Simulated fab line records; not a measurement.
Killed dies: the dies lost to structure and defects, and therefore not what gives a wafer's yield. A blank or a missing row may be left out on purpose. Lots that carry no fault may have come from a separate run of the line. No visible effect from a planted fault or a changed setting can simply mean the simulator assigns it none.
Which tool did it? | flow sky130 | 14 lots with 42 wafers sampled at 4 steps, on a route of 708 steps

## WHAT THE GAUGES SHOWED, per wafer
SKY_FIELD_ISO_CD_MEAS_13 targets a cd of 150 nm.
lot  | measured    | on        | cd nm (nm)
L459 | day 2 09:22 | cd sem-01 | 149.3 147.9 147.8
L460 | day 2 15:58 | cd sem-02 | 152.3 152.9 154.1
L461 | day 2 21:08 | cd sem-02 | 150.0 149.7 149.8
L462 | day 3 02:25 | cd sem-02 | 151.4 150.0 149.5
L464 | day 3 11:18 | cd sem-01 | 148.7 147.5 147.7
L466 | day 3 21:17 | cd sem-01 | 152.8 153.2 152.7
L467 | day 4 02:37 | cd sem-02 | 149.7 148.2 150.0
L468 | day 4 11:37 | cd sem-02 | 147.7 146.2 146.3
L470 | day 4 22:32 | cd sem-01 | 149.9 148.8 149.4
L473 | day 5 10:04 | cd sem-02 | 148.4 148.2 148.5
L477 | day 6 07:58 | cd sem-02 | 153.5 153.2 154.6
L478 | day 6 14:03 | cd sem-01 | 151.8 150.7 152.3
L480 | day 6 21:58 | cd sem-02 | 148.3 150.2 150.3
L481 | day 7 03:22 | cd sem-02 | 150.0 150.6 149.6

SKY_PWDE_TW_MEAS_10.
lot  | measured    | on            | PWDE_TW
L459 | day 3 23:41 | film metro-03 | 378.6 377.4 377.7
L460 | day 4 08:17 | film metro-02 | 375.1 374.0 374.0
L461 | day 4 13:29 | film metro-01 | 374.2 371.7 372.9
L462 | day 4 19:53 | film metro-01 | 373.6 375.0 376.6
L464 | day 5 08:47 | film metro-02 | 380.8 381.7 382.0
L466 | day 5 14:44 | film metro-02 | 380.5 381.0 380.4
L467 | day 5 21:20 | film metro-03 | 377.6 375.8 376.2
L468 | day 6 05:23 | film metro-02 | 375.5 374.6 375.9
L470 | day 6 18:47 | film metro-02 | 375.6 375.0 377.5
L473 | day 7 06:05 | film metro-03 | 378.4 377.6 378.4
L477 | day 8 08:41 | film metro-01 | 377.9 377.8 374.9
L478 | day 8 13:08 | film metro-02 | 373.9 372.8 373.5
L480 | day 9 01:41 | film metro-01 | 376.7 374.9 376.9
L481 | day 9 06:12 | film metro-02 | 376.8 380.2 379.2

SKY_SONOS_ONO_OVL_MEAS_14.
lot  | measured     | on         | SONOS_ONO_OVL (nm)
L459 | day 12 21:31 | overlay-02 | 2.9 0.4 2.9
L460 | day 13 07:25 | overlay-02 | -1.1 -1.9 -1.2
L461 | day 13 15:01 | overlay-01 | -0.2 0.1 -3.5
L462 | day 14 01:28 | overlay-02 | -1.9 0.1 0.3
L464 | day 14 19:40 | overlay-02 | 0.7 -0.5 0.4
L466 | day 15 09:58 | overlay-01 | -1.7 -1.1 0.5
L470 | day 17 00:19 | overlay-02 | 0.5 0.0 0.8
L473 | day 17 13:40 | overlay-02 | 0.0 0.6 1.5
L477 | day 19 10:25 | overlay-02 | 0.7 2.4 -0.2
L478 | day 19 17:25 | overlay-02 | 0.9 1.1 2.3
L480 | day 20 08:46 | overlay-01 | 0.5 2.5 1.1
L481 | day 20 16:01 | overlay-01 | 0.6 1.6 0.3

## WHICH TOOL RAN EACH LOT (tool, then ch and the chambers of the sampled wafers, then the start)
lot  | SKY_SONOS_ONO_CVD_04
L459 | lpcvd-03 ch 1, day 11 20:05
L460 | lpcvd-03 ch 0, day 12 04:56
L461 | lpcvd-03 ch 0, day 12 13:05
L462 | lpcvd-03 ch 0, day 12 21:44
L464 | lpcvd-03 ch 0, day 13 16:35
L466 | lpcvd-03 ch 1, day 14 04:11
L467 | lpcvd-03 ch 1, day 14 09:55
L468 | lpcvd-03 ch 0, day 14 19:40
L470 | lpcvd-03 ch 1, day 15 18:38
L473 | lpcvd-03 ch 1, day 16 07:09
L477 | lpcvd-03 ch 1, day 18 03:46
L478 | lpcvd-03 ch 1, day 18 10:04
L480 | lpcvd-03 ch 1, day 19 01:19
L481 | lpcvd-03 ch 0, day 19 08:04
- SKY_SONOS_ONO_CVD_04: deposits SiO2 from SiH4/N2O, target thk 5.7199 nm.

## WHAT THE TOOLS THEMSELVES READ (means of the sampled wafers that have a number; where no wafer has one, the mark that the record gives instead)
SKY_SONOS_ONO_CVD_04.
lot  | tool     | pressure mtorr (mTorr) | spike tc bottom C (C) | spike tc top C (C)
L459 | lpcvd-03 | 400.2                  | 919.4                 | 909.7
L460 | lpcvd-03 | 399.5                  | 920.3                 | 910.6
L461 | lpcvd-03 | 400.4                  | 920.0                 | 911.6
L462 | lpcvd-03 | 400.4                  | 919.2                 | 911.0
L464 | lpcvd-03 | 399.4                  | 920.1                 | 910.7
L466 | lpcvd-03 | 400.1                  | 918.7                 | 910.2
L467 | lpcvd-03 | -                      | -                     | -
L468 | lpcvd-03 | -                      | -                     | -
L470 | lpcvd-03 | 399.8                  | 917.7                 | 912.0
L473 | lpcvd-03 | 399.7                  | 918.9                 | 911.4
L477 | lpcvd-03 | 400.1                  | 917.9                 | 910.4
L478 | lpcvd-03 | 400.5                  | 918.9                 | 911.1
L480 | lpcvd-03 | 399.6                  | 918.9                 | 911.1
L481 | lpcvd-03 | 399.8                  | 920.4                 | 911.8

## THE ANSWER, worked out from the rows above alone
Rule: usual is defined by the lots themselves. The widest of any qualifying gaps counts: lots, ordered by their means at a reading, are off when they make up no more than a third of the lots, leave a main group of 4 or more, and stand apart from it by 3 or more times the standard deviation of that group's means. Not used: any main group whose means are identical at the precision the tables above print for the reading. A lot without any number at a reading at which 4 lots or more have one is off too. Any other lot the step has rows for is counted as sound. First the gauges in route order, then the tools' own readings, where a lot's mean is used as printed above. At the first step where some lot is off, the reading lying furthest off is the one used; lots without a number count as furthest.
Off: L467, L468 (SKY_SONOS_ONO_CVD_04, pressure mtorr). Without a number there: L467, L468. Main group: mean 400.0 mTorr, sd 0.36.
If a tool, at that step or one of the process steps before it, ran each lot that is off and ran no sound lot following the first of them, it fits. Of those tried, none fits.

## WHAT THE SIMULATOR PUT IN
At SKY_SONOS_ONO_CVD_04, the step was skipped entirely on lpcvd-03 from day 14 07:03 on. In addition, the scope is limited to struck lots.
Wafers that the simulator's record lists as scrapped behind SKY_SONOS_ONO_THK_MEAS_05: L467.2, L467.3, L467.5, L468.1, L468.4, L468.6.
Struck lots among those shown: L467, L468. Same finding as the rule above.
